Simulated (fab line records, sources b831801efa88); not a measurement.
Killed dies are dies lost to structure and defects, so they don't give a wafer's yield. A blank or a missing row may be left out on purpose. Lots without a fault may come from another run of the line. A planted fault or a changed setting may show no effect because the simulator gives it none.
Problem report in the 8D (eight disciplines) form, filled by code | flow sky130 | the parts of the form that need people (team, actions taken, sign-off) are left out

1. THE PROBLEM
strip_time_to_endpoint_s at SKY_METAL5_STRIP_16 reads a mean of 14.34 s on 2 wafers of 2 lots; wafers without a fault read 13.09 s with a standard deviation of 0.17. That is +7.3 standard deviations from the usual mean.
The step: strips in O2/N2.
First seen on wafer L247.1, day 46 15:13, on plasma_asher-04. The record holds 40 wafers of 14 lots with a number at this step. Rule for "out", or "out of limits": more than 4 standard deviations from the usual mean. The other wafers with a number count as sound.

2. WHAT IT IS AND WHAT IT IS NOT
question                    | is                       | is not
which readings at this step | strip_time_to_endpoint_s | drypump_motor_current_A, oes_product_au
which lots                  | L247, L249               | L236, L237, L238, L239, L240, L251, L252, L254, L255, L256, L257, L259
which wafers of those lots  | L247.1, L249.1           | L247.5, L249.5
read on which tools         | plasma_asher-04          | plasma_asher-01, plasma_asher-03
when                        | from day 46 15:13        | up to then (16 sound wafers); but 22 sound wafers of L249, L251, L252, L254, L255, L256, L257, L259 came after

3. SUSPECTS, AND WHAT RULES EACH OUT
Counting: a tool at a process step up to the reading stays a suspect if it ran every lot that is out. Sound lots after the first of them don't rule it out here, since some wafers of a struck lot are sound.
- rie_metal-02 at SKY_METAL5_METAL_ETCH_15 (etches the open film in Cl2/BCl3, stops on SiO2, target depth 1260 nm, time 252 s): kept. It ran every lot that is out, first L247 (day 46 14:59); its last sound lot up to then is L240 (day 44 20:31).
- plasma_asher-04 at SKY_METAL5_STRIP_16 (strips in O2/N2): kept. It ran every lot that is out, first L247 (day 46 15:13); its last sound lot up to then is L236 (day 43 19:33). Its own readings are out on those wafers: strip_time_to_endpoint_s.
- Within plasma_asher-04 at SKY_METAL5_STRIP_16: the wafers that are out ran in chamber 0; their sound lot-mates ran in chamber 1.
Left after counting: rie_metal-02 at SKY_METAL5_METAL_ETCH_15, plasma_asher-04 at SKY_METAL5_STRIP_16.

4. THE CAUSE (what the simulator had put in)
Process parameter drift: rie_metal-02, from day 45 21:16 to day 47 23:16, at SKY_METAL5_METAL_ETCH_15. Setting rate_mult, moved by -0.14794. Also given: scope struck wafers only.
Counting left 2 suspects, and this tool is among them.

5. THE CHAIN OF EFFECTS, in route order
Each row: a reading whose mean over the struck wafers that have a number lies more than 3 standard deviations from the usual. Only readings for which the record gives a usual standard deviation are gone through. hours: the time from each lot's start at the first step in this table that gives one to its start at this step, as a median over the lots. sigmas: the change in usual standard deviations.
hours | step                | reading                  | usual   | on struck wafers | change | sigmas
0     | SKY_METAL5_STRIP_16 | strip_time_to_endpoint_s | 13.09 s | 14.34            | +1.25  | +7.3
The process steps in it:
- SKY_METAL5_STRIP_16: strips in O2/N2.

6. WHAT WOULD HAVE CAUGHT IT SOONER
In this record the first reading out of limits was taken at day 46 15:13, 18 hours after the fault began at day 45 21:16.
Of the tool readings at SKY_METAL5_METAL_ETCH_15 for which the record gives a usual standard deviation, none was out on any struck wafer, so an alarm limit of 4 standard deviations on them would not have fired.
Of the lots that are out (2), L249 began SKY_METAL5_METAL_ETCH_15 on rie_metal-02 after day 46 15:13. A hold on the tool at that time would have spared it.
